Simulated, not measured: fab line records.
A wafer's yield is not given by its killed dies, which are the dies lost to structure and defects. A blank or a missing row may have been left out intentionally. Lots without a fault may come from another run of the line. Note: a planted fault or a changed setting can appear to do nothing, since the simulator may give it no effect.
Code-filled problem report in 8D (eight disciplines) form ; flow gf180mcu ; the parts of the form that need people (team, actions taken, sign-off) are left out

## 1. THE PROBLEM
Mean of cd nm at GF_M1_CD_MEAS_14: 253.6 nm across 6 wafers in 2 lots; on wafers with no fault it is 229.8 nm (standard deviation 1.3). That puts it +18 standard deviations away from the usual mean.
The step: target cd 230 nm.
The first sign was on wafer L421.2 at day 19 01:31, on cd sem-01. The record holds 39 wafers of 13 lots with a number at this step. By rule, "out" or "out of limits" means more than 4 standard deviations away from the usual mean. The rest of the wafers with a number are treated as sound.

## 2. WHAT IT IS, WHAT IT ISN'T
question;is;is not
which readings at this step;cd nm;-
which lots;L421, L422;L417, L429, L431, L432, L433, L434, L435, L436, L437, L438, L439
which wafers of those lots;all that have a number;-
read on which gauges;cd sem-01;cd sem-02
when;from day 19 01:31;"up to then (3 sound wafers); but 30 sound wafers of L429, L431, L432, L433, L434, L435, L436, L437, L438, L439 came after"

## 3. SUSPECTS, AND WHAT RULES EACH OUT
Counting: a tool at any process step up to the reading remains a suspect when it ran all the lots that are out and ran no sound lot after the first of those.
- the gauge at GF_M1_CD_MEAS_14: ruled out. All the wafers that are out were read on cd sem-01, but those of them that GF_M1_PEB_12 has rows for are out there too, on other tools.
- litho track-02 at GF_M1_PEB_12 (peb time 90 s): ruled out as a lasting fault. Following L421 (day 19 01:10), the first lot on it that is out, the sound lots L431, L434, L439 were run on it.
Left after counting: nothing in the record.

## 4. THE CAUSE (what the simulator had put in)
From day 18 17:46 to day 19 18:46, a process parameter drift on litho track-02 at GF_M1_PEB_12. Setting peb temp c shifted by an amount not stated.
The count ruled it out by mistake, since the rule takes a fault to strike every lot its tool runs from the start of the fault on, and this one did not do so.

## 5. SEQUENCE OF EFFECTS, ordered by route
One row per reading whose mean, taken over the struck wafers that have a number, lies over 3 standard deviations from the usual. Only readings for which the record gives a usual standard deviation are gone through. hours: the time from each lot's start at the first step in this table that gives one to its start at this step, as a median over the lots. sigmas: the change in usual standard deviations.
hours;step;reading;usual;on struck wafers;change;sigmas
0;GF_M1_PEB_12;heater power total W;85.71 W;80.21;-5.50;-65
0;GF_M1_PEB_12;plate temp C;135.02 C;128.41;-6.61;-47
0;GF_M1_CD_MEAS_14;cd nm;229.8 nm;253.6;+23.8;+18
275;GF_PASSIVATION_PROBE_99;sort_bin_3_pad_short;0.47 %;1.42;+0.95;+3.3
Here are the process steps it includes:
- GF_M1_PEB_12: peb time 90 s.
- GF_PASSIVATION_PROBE_99
Later steps that measure or inspect, where all struck wafers having a row at the step show a number for every such reading and not one has moved that far: GF_V1_BOW_MEAS_05, GF_V1_CD_MEAS_14.

## 6. HOW IT WOULD HAVE BEEN CAUGHT EARLIER
Counted from the fault's start at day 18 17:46, it took 8 hours until the first out-of-limits reading at a measuring or inspecting step in this record, taken at day 19 01:31.
At GF_M1_PEB_12, the tool's own readings (heater power total W, plate temp C) were out on each struck wafer the step has a row for, so an alarm limit on them would have fired on the first such wafer.
